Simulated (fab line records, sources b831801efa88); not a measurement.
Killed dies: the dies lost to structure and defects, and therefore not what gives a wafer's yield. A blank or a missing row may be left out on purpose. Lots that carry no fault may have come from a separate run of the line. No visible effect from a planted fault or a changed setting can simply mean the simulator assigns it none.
fab line records	flow sfqLine
record: lots: 13	wafers: 39	lastDay: 83
route steps=325 shown L0V@17
lots that met no fault: taken from a fault-free run of the same line
startH: hours from the record's opening day to when the first of the lot's shown wafers began	waitH: hours since the lot's step before	" identical to the entry in the row above	L1.1+2: one row covering several wafers at once	- no value, or no start given	* or withheld: withheld	< > ~ a bound
route shown NAME@n: a module of which the file shows steps, and the number in the route of the first	usual: mean/standard deviation taken from wafers without a fault	same: alike in all rows	chamber/n: place in a boat	sites: the reading at each site	_std_site: standard deviation of those values	_edge_site: outer sites' mean less inner sites'	radiusMm: how far each site lies from the wafer's centre	mask NAME#n: copy n	behind: tool/chamber where the wafer was last shaped	hold: reason for holding the lot/hours on hold/outcome of the hold	device: transistor that didn't switch, given as n, p or np	end of line: the route-end tests of the same wafers	for a step that has no rows: nothing shown but its recipe	killed: count of dies lost to structure and defects at first sort (not the wafer's yield)	map: a wafer's dies, x killed, . not, _ none there
set.NAME: the run value of the setting; set.NAME@STEP: its run value at that earlier step	model.NAME: the simulator's own value behind a step, which no gauge read
steps of the route over a sample of lots; a table a step, a row a wafer
services: the hour from which a tool's chamber was out of use, counted from the record's first day as startH (under 0 if before that day), plus the number of hours and why
== steps ==
step: SFQ_TRILAYER_L0_VIA_LITHO_COAT_018
recipe: resist: BARC	spinRpm: 3000	resistThkNm: 62
lot.wafer	tool	chamber	startH	waitH
L466.2+5+6	lithoTrack-04	0	83.21	0.1
L468.1+4+5	lithoTrack-04	0	95.13	0.0
L470.1+4+6	lithoTrack-02	0	103.51	0.0
L471.1+3+5	lithoTrack-02	0	105.91	0.0
L472.1+3+6	lithoTrack-03	0	107.11	0.0
L473.1+5+6	lithoTrack-03	0	112.43	0.0
L474.1+4+6	lithoTrack-04	0	120.83	0.0
L475.4+5+6	lithoTrack-04	0	126.98	0.1
L476.1+3+5	lithoTrack-04	0	132.83	0.0
L478.1+3+6	lithoTrack-04	0	144.76	0.0
L479.1+5+6	lithoTrack-03	0	149.56	0.0
L480.1+2+3	lithoTrack-02	0	158.26	0.3
L489.4+5+6	lithoTrack-02	0	208.19	0.1
step: SFQ_TRILAYER_L0_VIA_BARC_OPEN_VIA_ETCH_021
recipe: maskMaterial: PR	chemistry: O2	targetDepthNm: 125	target: BARC	sourceW: 500	biasW: 80	pressureMtorr: 30	timeS: 41.7
usual: drypumpMotorCurrentA: 5.6/0.44	oesProductAu: 0.685/0.0046
lot.wafer	tool	chamber	startH	waitH	drypumpMotorCurrentA	oesProductAu	rfHoursCounterH
L466.2	rieDiel-04	3	158.30	0.0	5.6	0.686	3
L466.5	"	3	"	"	5.6	0.696	-
L466.6	"	2	"	"	5.5	0.683	-
L468.1	rieDiel-01	2	171.62	0.0	5.7	0.685	28
L468.4	"	1	"	"	5.8	0.687	4
L468.5	"	1	"	"	5.8	0.695	-
L470.1	rieDiel-04	2	180.77	0.0	5.5	0.679	148
L470.4	"	1	"	"	4.8	0.682	0
L470.6	"	3	"	"	5.5	0.685	-
L471.1	rieDiel-02	1	184.37	0.0	5.1	0.687	118
L471.3	"	2	"	"	5.6	0.688	3
L471.5	"	2	"	"	5.6	0.689	-
L472.1	rieDiel-04	1	185.57	0.0	4.8	0.679	0
L472.3	"	2	"	"	5.6	0.680	148
L472.6	"	1	"	"	4.8	0.689	-
L473.1	rieDiel-02	1	192.77	0.0	5.1	0.682	119
L473.5	"	1	"	"	5.1	0.686	-
L473.6	"	0	"	"	6.4	0.684	-
L474.1	rieDiel-02	0	198.77	0.0	6.4	0.684	10
L474.4	"	2	"	"	5.6	0.679	3
L474.6	"	3	"	"	5.3	0.686	-
L475.4	rieDiel-04	0	205.97	0.0	6.1	0.684	13
L475.5	"	1	"	"	4.8	0.680	-
L475.6	"	0	"	"	6.1	0.683	-
L476.1	rieDiel-02	1	211.97	0.0	5.1	0.695	119
L476.3	"	2	"	"	5.6	0.687	3
L476.5	"	2	"	"	5.6	0.682	-
L478.1	rieDiel-01	3	225.14	0.0	5.1	0.689	85
L478.3	"	1	"	"	5.8	0.684	4
L478.6	"	2	"	"	5.7	0.674	-
L479.1	rieDiel-02	2	232.34	0.0	5.6	0.689	4
L479.5	"	3	"	"	5.3	0.680	-
L479.6	"	0	"	"	6.3	0.683	-
L480.1	rieDiel-04	0	240.74	0.0	6.1	0.684	14
L480.2	"	3	"	"	5.6	0.689	5
L480.3	"	2	"	"	5.5	0.685	0
L489.4	rieDiel-02	3	291.92	0.0	5.3	0.703	9
L489.5	"	0	"	"	6.4	0.684	-
L489.6	"	3	"	"	5.3	0.683	-
== services ==
tool	chamber	startH	hours	kind
rieDiel-04	1	64.90	4.7	repair
rieDiel-01	2	111.75	12.3	repair
rieDiel-04	1	131.11	-	clean
rieDiel-04	1	131.11	29.5	scheduledDown
rieDiel-04	1	131.11	29.5	ventCycle
rieDiel-02	-	202.08	3.0	repair
rieDiel-02	0	202.66	5.5	repair
rieDiel-04	2	206.22	7.1	repair
rieDiel-04	2	216.95	-	clean
rieDiel-04	2	216.95	14.1	scheduledDown
rieDiel-04	2	216.95	14.1	ventCycle
== key ==
firstSign: step: SFQ_TRILAYER_L0_VIA_BARC_OPEN_VIA_ETCH_021	reading: oesProductAu	direction: up	sigmas: 3.9	usual: 0.685	struck: 0.703
effect none on later readings
metAt SFQ_TRILAYER_L0_VIA_LITHO_COAT_018
struckLots L489
struckWafers L489.4
onsetBetween 158.26 208.19
fault: kind: processParameterDrift	tool: lithoTrack-02	chamber: -	onsetH: 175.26	steps: SFQ_TRILAYER_L0_VIA_LITHO_COAT_018	channel: resistThkNm	offset: 2.4406	shape: step	endH: 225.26	scope: struckWafersOnly	actsIn: theseRecipesOnly	stated: 62
